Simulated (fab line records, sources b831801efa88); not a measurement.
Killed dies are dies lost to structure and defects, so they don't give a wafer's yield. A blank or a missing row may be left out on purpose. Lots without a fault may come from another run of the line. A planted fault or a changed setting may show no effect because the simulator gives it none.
One fault seen from 2 desks | flow sky130 | each desk has only its own numbers; what lay behind them comes last

THE TOOL OWNER'S DESK: iline_stepper-02
The tool's own readings at SKY_VT_ADJUST_LVTN_EXPOSE_15 (exposes mask HVN STD DERIVED, target cd 600 nm): means of the sampled wafers that have a number, for each lot that ran on this tool. A lot is out of limits, marked OUT, if its mean lies more than 4 standard deviations from the usual mean; the brackets give that distance.
Columns: A = exposure_dose_mJ_cm2 at SKY_VT_ADJUST_LVTN_EXPOSE_15, usual 163.01
lot  | first seen here | A
L563 | day 7 10:40     | 163.04
L564 | day 7 15:14     | 163.15
L565 | day 7 20:13     | 163.02
L566 | day 8 08:13     | 162.91
L575 | day 10 18:25    | 154.79 (-55) OUT
L577 | day 11 06:17    | 154.93 (-54) OUT
This desk's finding: out of limits on L575, L577; first on L575, day 10 18:25 (exposure_dose_mJ_cm2 at SKY_VT_ADJUST_LVTN_EXPOSE_15). In limits: L563, L564, L565, L566.

THE METROLOGY DESK
What the gauges read, lot by lot, whatever tool the lot ran on: means of the sampled wafers that have a number. A lot is out of limits, marked OUT, if its mean lies more than 4 standard deviations from the usual mean; the brackets give that distance.
Columns: A = METAL1_ALCU_THK at SKY_METAL1_THK_MEAS_06, usual 253.7 nm; B = VIA1_W_THK at SKY_VIA1_THK_MEAS_23, usual 275 nm
lot  | first seen here | A     | B
L563 | day 32 02:53    | 257.7 | 275
L564 | day 32 04:04    | 255.9 | 272
L565 | day 32 15:22    | 252.0 | 275
L566 | day 33 09:55    | 253.3 | 277
L567 | day 33 19:37    | 254.2 | 279
L569 | day 33 19:56    | 249.3 | 278
L571 | day 35 09:22    | 255.4 | 273
L575 | day 36 07:23    | 254.9 | 277
L577 | day 37 01:25    | 252.5 | 277
L580 | day 37 11:10    | 251.8 | 271
L581 | day 37 14:10    | 254.6 | 275
L582 | day 38 03:05    | 257.3 | 272
L583 | day 38 05:44    | 249.7 | 278
This desk's finding: nothing out of limits on any of the 13 lots.

PUT TOGETHER
The tool owner's desk could have raised an alarm at day 10 18:25, on L575, L577.
The metrology desk saw nothing out of limits.
The metrology desk has L575, L577 on record, within its limits.
Of the lots named, all ran SKY_VT_ADJUST_LVTN_EXPOSE_15 on iline_stepper-02.

WHAT THE SIMULATOR HAD PUT IN
Process parameter drift: iline_stepper-02, from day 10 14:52 on, at SKY_VT_ADJUST_LVTN_EXPOSE_15. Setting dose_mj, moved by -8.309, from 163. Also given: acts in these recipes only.
Lots struck among those shown: L575, L577.
Hours from the fault's start to each desk's first reading out of limits: the tool owner's desk, 4.
